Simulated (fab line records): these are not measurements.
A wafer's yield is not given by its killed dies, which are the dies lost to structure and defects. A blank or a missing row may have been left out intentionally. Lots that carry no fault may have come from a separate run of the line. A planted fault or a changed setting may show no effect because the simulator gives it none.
A lot that was struck, set against a sound lot -- flow sky130 -- 25 steps out of a route of 708
Sound: wafers L303.2, L303.3, L303.5. Struck: wafers L305.3, L305.5, L305.6. The cause is named last.
At each step with rows: each side's tool, then ch and its chambers, then its first start. Under that, the readings that differ: sound wafers -- struck wafers -- difference of the means -- sigmas: that difference in standard deviations of wafers without a fault.
alike: a reading whose means differ by less than 2 such deviations, as well as words and numbers matching on both sides. not compared: withheld readings; readings where some wafer has no value; bounds like >300 that might hide an equal value; numbers whose values overlap and for which the record gives no deviation.
A row with sigmas, a row that says differs or no value, or rows on one side alone: a step with any of these is where the two part. Numbers that don't overlap but have no deviation are shown without sigmas and don't part them. A reading that every wafer of one side lacks parts them only if that side has two wafers or more.

SKY_VIA2_SPUTTER_20: material TiN, target thk 20 nm, time 80 s.
  sound on pvd-sputter-03, day 36 02:02; struck on pvd-sputter-02, day 36 23:20
  alike: cathode-dc-power-W, chamber-pressure-pa, throttle-valve-pct
SKY_VIA2_CVD_21: deposits W, target thk 420 nm, time 126.4 s.
  sound on cvd-w-01 ch 0,1, day 36 02:05; struck on cvd-w-01 ch 0,1, day 36 23:26
  alike: heater-power-w
SKY_VIA2_RS_MEAS_22: a four-point-probe measurement.
  sound on film-metro-01, day 36 02:14; struck on film-metro-02, day 36 23:34
  alike: VIA2_W_RS
SKY_VIA2_THK_MEAS_23: measures by xrf.
  sound on film-metro-01, day 36 02:21; struck on film-metro-02, day 36 23:40
  alike: VIA2_W_THK
then, 4 steps without rows for these wafers: SKY_VIA2_CMP_24 (polishes, stops on SiO2, t overpolish 20 s, target thk 0 nm); SKY_METAL3_SPUTTER_00 (material Ti, target thk 15 nm, time 10 s); SKY_METAL3_SPUTTER_01 (material TiN, target thk 20 nm, time 16.7 s); SKY_METAL3_SPUTTER_02 (material AlCu, target thk 735 nm, time 39.1 s).
SKY_METAL3_SPUTTER_03: material Ti, target thk 5 nm, time 3.3 s.
  sound on pvd-sputter-02, day 36 02:47; struck on pvd-sputter-01, day 37 00:05
  alike: cathode-dc-power-W, chamber-pressure-pa, throttle-valve-pct
then, 1 step without rows for these wafers: SKY_METAL3_SPUTTER_04 (material TiN, target thk 70 nm, time 58.3 s).
SKY_CAPM_CVD_00: deposits SiO2, target thk 15.5 nm.
  sound on pecvd-03 ch 0,1,2, day 36 02:52; struck on pecvd-03 ch 0,2, day 37 00:10
  alike: heater-power-w
SKY_CAPM_THK_MEAS_01:
  sound on film-metro-01, day 36 02:53; struck on film-metro-04, day 37 00:12
  alike: CAPM_CVD_00_THK
SKY_CAPM_SPUTTER_02: material TiN, target thk 200 nm, time 166.7 s.
  sound on pvd-sputter-03, day 36 02:56; struck on pvd-sputter-04, day 37 00:14
  no value came back on the struck wafers for cathode-dc-power-W (W), chamber-pressure-pa (Pa), throttle-valve-pct (%); on the sound wafers cathode-dc-power-W (W) reads 6499.0 6500.5 6500.7
SKY_CAPM_RS_MEAS_03: a four-point-probe measurement.
  sound on film-metro-03, day 36 03:04; struck on film-metro-03, day 37 00:23
reading,sound,struck,difference,sigmas
CAPM_TIN_RS (ohm/sq),6.81 6.81 6.78,- - -,no value on the struck wafers,
SKY_CAPM_THK_MEAS_04: measures by xrf.
  sound on film-metro-03, day 36 03:11; struck on film-metro-03, day 37 00:29
reading,sound,struck,difference,sigmas
CAPM_TIN_THK (nm),204.6 205.0 205.6,<0.0 <0.0 <0.0,differs,
then, 7 steps without rows for these wafers: SKY_CAPM_DEHYDRATE_05 (time 60 s); SKY_CAPM_HMDS_06 (prime time 60 s); SKY_CAPM_COAT_07 (resist thk 1140 nm); SKY_CAPM_SOFTBAKE_08 (time 60 s); SKY_CAPM_EXPOSE_09 (exposes mask CAPM, target cd 1000 nm); SKY_CAPM_PEB_10; SKY_CAPM_DEVELOP_11 (develop time 60 s).
SKY_CAPM_OVL_MEAS_12:
  sound on overlay-01, day 37 05:11; struck on overlay-02, day 38 01:45
  alike: CAPM_OVL
SKY_CAPM_METAL_ETCH_13: etches TiN in Cl2/BCl3, stops on SiO2, target depth 220 nm, time 62.9 s.
  sound on rie-metal-04 ch 0,1, day 37 05:13; struck on rie-metal-03 ch 0, day 38 01:49
reading,sound,struck,difference,sigmas
oes-product-au (a.u.),0.943 0.947 0.956,0.381 0.378 0.380,-0.569,-76
throttle-valve-pct (%),21.880 21.895 21.888,22.270 22.275 22.257,+0.380,+38
  alike: drypump-motor-current-A, mfc-cl2-sccm
  not compared: rf-hours-counter-h
SKY_CAPM_STRIP_14: strips in O2/N2.
  sound on plasma-asher-03 ch 0,1, day 37 05:17; struck on plasma-asher-03 ch 0,1, day 38 01:58
  alike: drypump-motor-current-A, oes-product-au, strip-time-to-endpoint-s
  not compared: rf-hours-counter-h

== WHERE THEY PART ==
First at SKY_CAPM_SPUTTER_02; last, within this record, at SKY_CAPM_METAL_ETCH_13. Later steps at which nothing parts them and some readings are alike: SKY_CAPM_STRIP_14.

WHY: the cause the simulator had injected
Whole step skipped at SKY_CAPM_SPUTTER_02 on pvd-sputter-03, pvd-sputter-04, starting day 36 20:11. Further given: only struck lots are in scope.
